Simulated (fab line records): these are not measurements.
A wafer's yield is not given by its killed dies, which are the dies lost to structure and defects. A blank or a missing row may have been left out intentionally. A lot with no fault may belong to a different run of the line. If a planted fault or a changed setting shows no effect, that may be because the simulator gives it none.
A single fault, viewed from 2 desks :: flow gf180mcu :: each desk has only its own numbers; what lay behind them comes last

## THE TOOL OWNER'S DESK: cmp-01
The tool's own readings at GF_CONTACT_CMP_04 (polishes SiO2): means of the sampled wafers that have a number, for each lot that ran on this tool. The brackets show how far a lot's mean lies from the usual mean; more than 4 standard deviations puts the lot out of limits, marked OUT.
Columns: A = motor-current-A at GF_CONTACT_CMP_04, usual 11.8 A; B = time-to-endpoint-s at GF_CONTACT_CMP_04, usual 109 s
lot: L487
first seen here: day 15 16:53
A: 11.4
B: 106

lot: L488
first seen here: day 16 09:13
A: 11.3
B: 109

lot: L491
first seen here: day 17 12:43
A: 12.6
B: 112

lot: L493
first seen here: day 17 15:28
A: 12.7
B: 115

lot: L492
first seen here: day 17 16:16
A: 11.8
B: 105

lot: L494
first seen here: day 18 12:15
A: 11.9
B: 114

lot: L503
first seen here: day 21 13:49
A: 12.1
B: 113

lot: L509
first seen here: day 23 14:52
A: 11.6
B: 111
Finding of this desk: none of the 8 lots has anything out of limits.

## METROLOGY DESK
Lot by lot, what the gauges showed, no matter which tool ran the lot: averages of those sampled wafers that carry a number. The brackets show how far a lot's mean lies from the usual mean; more than 4 standard deviations puts the lot out of limits, marked OUT.
Columns: A = V5_W_THK at GF_V5_THK_MEAS_25, usual 353 nm
lot: L486
first seen here: day 27 16:07
A: 361

lot: L487
first seen here: day 27 19:05
A: 348

lot: L488
first seen here: day 28 08:28
A: 348

lot: L489
first seen here: day 28 11:25
A: 352

lot: L490
first seen here: day 28 17:02
A: 352

lot: L491
first seen here: day 29 08:14
A: 354

lot: L493
first seen here: day 29 09:41
A: 356

lot: L492
first seen here: day 29 11:56
A: 358

lot: L494
first seen here: day 30 03:17
A: 351

lot: L495
first seen here: day 30 04:20
A: 352

lot: L503
first seen here: day 32 09:19
A: 354

lot: L505
first seen here: day 32 14:19
A: 352

lot: L508
first seen here: day 33 10:32
A: 355

lot: L509
first seen here: day 33 21:16
A: 351
Finding of this desk: none of the 14 lots has anything out of limits.

## BROUGHT TOGETHER
The tool owner's desk saw nothing out of limits.
At the metrology desk, nothing out of limits was observed.

## WHAT THE SIMULATOR HAD INSERTED
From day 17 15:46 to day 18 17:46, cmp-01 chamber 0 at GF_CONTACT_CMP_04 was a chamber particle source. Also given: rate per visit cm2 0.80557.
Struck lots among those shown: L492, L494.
